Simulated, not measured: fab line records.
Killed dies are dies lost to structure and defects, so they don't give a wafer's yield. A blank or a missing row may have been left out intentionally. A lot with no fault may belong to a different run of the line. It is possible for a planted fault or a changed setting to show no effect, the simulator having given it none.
What tool caused it? | flow gf180mcu | 12 lots with 36 wafers sampled at 6 steps, on a route of 602 steps

== WHAT EACH GAUGE READ, for each wafer ==
GF_LVPWELL_OVL_MEAS_07. Usual: LVPWELL_OVL 0.6 nm, standard deviation 1.5.
lot  | measured    | on         | LVPWELL_OVL (nm) | flag
L524 | day 3 20:26 | overlay-01 | 2.8 2.2 1.1      |
L527 | day 4 13:53 | overlay-02 | 3.8 2.1 0.4      |
L528 | day 4 19:32 | overlay-02 | -3.3 -1.4 -0.7   |
L529 | day 5 00:44 | overlay-02 | 0.8 0.8 -0.6     |
L531 | day 5 12:20 | overlay-02 | 0.8 0.1 -0.4     |
L532 | day 5 17:38 | overlay-02 | 3.0 2.5 1.6      |
L534 | day 6 06:08 | overlay-01 | -1.6 -2.5 0.7    |
L535 | day 6 10:03 | overlay-01 | -0.9 0.6 -1.2    |
L536 | day 6 16:26 | overlay-01 | 0.4 1.0 0.2      |
L537 | day 6 20:29 | overlay-02 | 0.1 1.4 1.7      |
L538 | day 7 02:15 | overlay-02 | -2.7 -0.9 -0.8   |
L547 | day 9 10:44 | overlay-02 | -1.7 -1.1 -2.4   |

GF_MVPSD_TW_MEAS_11. Usual: MVPSD_TW 557, standard deviation 3.7.
lot  | measured     | on            | MVPSD_TW    | flag
L524 | day 5 00:13  | film metro-03 | 554 557 556 |
L527 | day 5 19:33  | film metro-01 | 554 556 556 |
L528 | day 6 01:15  | film metro-01 | 558 561 554 |
L529 | day 6 07:16  | film metro-03 | 559 559 562 |
L531 | day 6 18:55  | film metro-01 | 556 561 556 |
L532 | day 7 00:16  | film metro-01 | 549 552 554 |
L534 | day 7 13:59  | film metro-01 | 550 553 553 |
L535 | day 7 18:11  | film metro-04 | 758 757 758 | OFF
L536 | day 8 01:31  | film metro-03 | 559 561 561 |
L537 | day 8 05:43  | film metro-03 | 561 564 563 |
L538 | day 8 11:46  | film metro-01 | 761 760 760 | OFF
L547 | day 11 00:00 | film metro-01 | 555 556 552 |

GF_VT_IMPLANT_RS_MEAS_49: uses a four-point probe to measure. Usual: MVPSD_RS 1167.6 ohm/sq, standard deviation 2.5.
lot  | measured     | on            | MVPSD_RS (ohm/sq)    | flag
L524 | day 7 11:58  | film metro-04 | 1168.2 1166.8 1164.3 |
L527 | day 8 09:53  | film metro-01 | 1163.9 1164.2 1164.1 |
L528 | day 8 17:56  | film metro-01 | 1165.5 1168.5 1166.3 |
L529 | day 9 00:17  | film metro-01 | 1168.4 1171.3 1166.3 |
L531 | day 9 14:12  | film metro-01 | 1164.2 1163.6 1166.9 |
L532 | day 9 20:07  | film metro-01 | 1168.7 1169.1 1167.6 |
L534 | day 10 10:22 | film metro-04 | 1168.6 1167.7 1164.2 |
L535 | day 10 16:18 | film metro-04 | 587.0 588.9 587.7    | OFF
L536 | day 11 01:01 | film metro-04 | 1171.6 1167.0 1170.4 |
L537 | day 11 04:22 | film metro-04 | 1163.2 1166.5 1166.4 |
L538 | day 11 11:10 | film metro-04 | 586.4 587.3 586.2    | OFF
L547 | day 14 09:50 | film metro-01 | 1171.6 1171.5 1170.9 |

== WHICH TOOL RAN EACH LOT (tool, then ch and the chambers of the sampled wafers, then the start) ==
lot  | GF_MVPSD_IMPLANT_09             | GF_MVPSD_STRIP_10                    | GF_VT_IMPLANT_STRIP_20
L524 | implanter-02 ch 0, day 4 23:59  | plasma asher-02 ch 0,1, day 5 00:07  | plasma asher-03 ch 0,1, day 6 04:38
L527 | implanter-02 ch 0, day 5 19:18  | plasma asher-03 ch 0,1, day 5 19:27  | plasma asher-01 ch 0,1, day 7 00:21
L528 | implanter-02 ch 0, day 6 01:00  | plasma asher-02 ch 0,1, day 6 01:09  | plasma asher-01 ch 0,1, day 7 08:03
L529 | implanter-01 ch 0, day 6 07:01  | plasma asher-03 ch 0,1, day 6 07:10  | plasma asher-01 ch 0,1, day 7 13:53
L531 | implanter-01 ch 0, day 6 18:40  | plasma asher-02 ch 1, day 6 18:49    | plasma asher-01 ch 1, day 8 02:58
L532 | implanter-02 ch 0, day 7 00:01  | plasma asher-02 ch 0,1, day 7 00:10  | plasma asher-01 ch 0,1, day 8 08:34
L534 | implanter-02 ch 0, day 7 13:46  | plasma asher-04 ch 0,1, day 7 13:53  | plasma asher-03 ch 0,1, day 8 23:34
L535 | implanter-02 ch 0, day 7 17:56  | plasma asher-02 ch 0,1, day 7 18:04  | plasma asher-01 ch 0,1, day 9 03:45
L536 | implanter-04 ch 0, day 8 01:16  | plasma asher-03 ch 0,1, day 8 01:25  | plasma asher-03 ch 0,1, day 9 12:12
L537 | implanter-04 ch 0, day 8 05:28  | plasma asher-02 ch 0,1, day 8 05:37  | plasma asher-01 ch 0,1, day 9 15:11
L538 | implanter-02 ch 0, day 8 11:32  | plasma asher-02 ch 0,1, day 8 11:40  | plasma asher-04 ch 0,1, day 9 22:44
L547 | implanter-01 ch 0, day 10 23:45 | plasma asher-04 ch 0,1, day 10 23:54 | plasma asher-03 ch 0,1, day 12 14:51
- GF_MVPSD_IMPLANT_09
- GF_MVPSD_STRIP_10: strips in O2/N2.
- GF_VT_IMPLANT_STRIP_20: strips in O2/N2.

== WHAT THE TOOLS THEMSELVES READ (means of the sampled wafers that have a number; where no wafer has one, the mark that the record gives instead) ==
GF_MVPSD_IMPLANT_09. Usual: beam on s 10.01 s, standard deviation 0.19; dose ions cm2 5.002e+12, standard deviation 5.6e+09; faraday current uA 28.2, standard deviation 0.51.
lot  | tool         | beam on s (s) | dose ions cm2 | faraday current uA | flag
L524 | implanter-02 | 9.94          | 5.007e+12     | 28.3               |
L527 | implanter-02 | 9.98          | 4.998e+12     | 28.4               |
L528 | implanter-02 | 9.97          | 4.998e+12     | 28.4               |
L529 | implanter-01 | 9.86          | 5.003e+12     | 28.6               |
L531 | implanter-01 | 10.19         | 5.010e+12     | 27.8               |
L532 | implanter-02 | 10.06         | 5.003e+12     | 28.0               |
L534 | implanter-02 | 9.96          | 5.000e+12     | 28.3               |
L535 | implanter-02 | 10.01         | 5.507e+13     | 310.5              | OFF
L536 | implanter-04 | 10.02         | 4.999e+12     | 28.2               |
L537 | implanter-04 | 10.01         | 5.001e+12     | 28.1               |
L538 | implanter-02 | 10.04         | 5.507e+13     | 309.1              | OFF
L547 | implanter-01 | 10.00         | 5.004e+12     | 28.3               |

GF_MVPSD_STRIP_10. Usual: drypump motor current A 5.8 A, standard deviation 0.4; heater power w 322 W, standard deviation 25; oes product au 0.722 a.u., standard deviation 0.0044; strip time to endpoint s 36.94 s, standard deviation 0.12.
lot  | tool            | drypump motor current A (A) | heater power w (W) | oes product au (a.u.) | strip time to endpoint s (s) | flag
L524 | plasma asher-02 | 5.9                         | 306                | 0.724                 | 37.02                        |
L527 | plasma asher-03 | 5.3                         | 344                | 0.717                 | 36.91                        |
L528 | plasma asher-02 | 5.9                         | 303                | 0.721                 | 36.98                        |
L529 | plasma asher-03 | 5.3                         | 326                | 0.727                 | 36.93                        |
L531 | plasma asher-02 | 5.7                         | 297                | 0.722                 | 36.94                        |
L532 | plasma asher-02 | 5.9                         | 309                | 0.726                 | 36.90                        |
L534 | plasma asher-04 | 6.2                         | 361                | 0.729                 | 36.86                        |
L535 | plasma asher-02 | 6.1                         | 306                | 0.720                 | 36.88                        |
L536 | plasma asher-03 | 5.3                         | 344                | 0.724                 | 36.76                        |
L537 | plasma asher-02 | 6.0                         | 308                | 0.717                 | 36.90                        |
L538 | plasma asher-02 | 5.9                         | 301                | 0.722                 | 36.77                        |
L547 | plasma asher-04 | 5.9                         | 345                | 0.720                 | 37.15                        |

GF_VT_IMPLANT_STRIP_20. Usual: drypump motor current A 5.7 A, standard deviation 0.48; heater power w 346 W, standard deviation 23; oes product au 0.715 a.u., standard deviation 0.0045; strip time to endpoint s 12.64 s, standard deviation 0.042.
lot  | tool            | drypump motor current A (A) | heater power w (W) | oes product au (a.u.) | strip time to endpoint s (s) | flag
L524 | plasma asher-03 | 5.4                         | 327                | 0.715                 | 12.64                        |
L527 | plasma asher-01 | 6.0                         | 345                | 0.715                 | 12.68                        |
L528 | plasma asher-01 | 5.6                         | 348                | 0.715                 | 12.61                        |
L529 | plasma asher-01 | 6.0                         | 353                | 0.718                 | 12.61                        |
L531 | plasma asher-01 | 6.3                         | 347                | 0.716                 | 12.65                        |
L532 | plasma asher-01 | 5.6                         | 344                | 0.715                 | 12.64                        |
L534 | plasma asher-03 | 5.4                         | 328                | 0.717                 | 12.67                        |
L535 | plasma asher-01 | 5.6                         | 346                | 0.714                 | 12.56                        |
L536 | plasma asher-03 | 5.3                         | 342                | 0.717                 | 12.62                        |
L537 | plasma asher-01 | 5.6                         | 349                | 0.713                 | 12.62                        |
L538 | plasma asher-04 | 5.9                         | 341                | 0.711                 | 12.65                        |
L547 | plasma asher-03 | 5.3                         | 345                | 0.716                 | 12.69                        |

== THE ANSWER, worked out from the rows above alone ==
Rule: lot off if the mean of its wafers having a number is beyond 3 standard deviations from the usual mean. Also off: a lot with no number at a reading for which 4 or more lots have one. All remaining lots with rows at the step are treated as sound. After the gauges, taken in route order, come the tools' own readings; for these a lot's mean is taken, as printed above. The first step at which some lot is off is used, and at that step the reading that is off furthest; a lot without a number counts as furthest.
Off: L535, L538, seen at GF_MVPSD_TW_MEAS_11 (MVPSD_TW).
A tool fits if, at a process step before that reading, it ran every lot that is off, and no sound lot after the first of them. Not tried: the gauges at GF_MVPSD_TW_MEAS_11; whatever is off there is also off at GF_MVPSD_IMPLANT_09, on other tools, and gauge error can't account for it. One candidate fits, namely implanter-02 at GF_MVPSD_IMPLANT_09. A fault onset in the window from L534 (day 7 13:46, its last sound lot) to L535 (day 7 17:56, its first lot off) fits.
The tool's own readings at GF_MVPSD_IMPLANT_09 bear it out: on the lots that are off they differ by more than 5 times the standard deviation of the sound lots' means. dose ions cm2 reads 5.507e+13 there against 5.002e+12 on the sound lots; faraday current uA reads 309.8 there against 28.2 on the sound lots.

== WHAT WAS PUT IN BY THE SIMULATOR ==
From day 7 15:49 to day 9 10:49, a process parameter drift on implanter-02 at GF_MVPSD_IMPLANT_09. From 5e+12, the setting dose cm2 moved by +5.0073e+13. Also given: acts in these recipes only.
Lots struck among those shown: L535, L538. This agrees with what the rule above found.
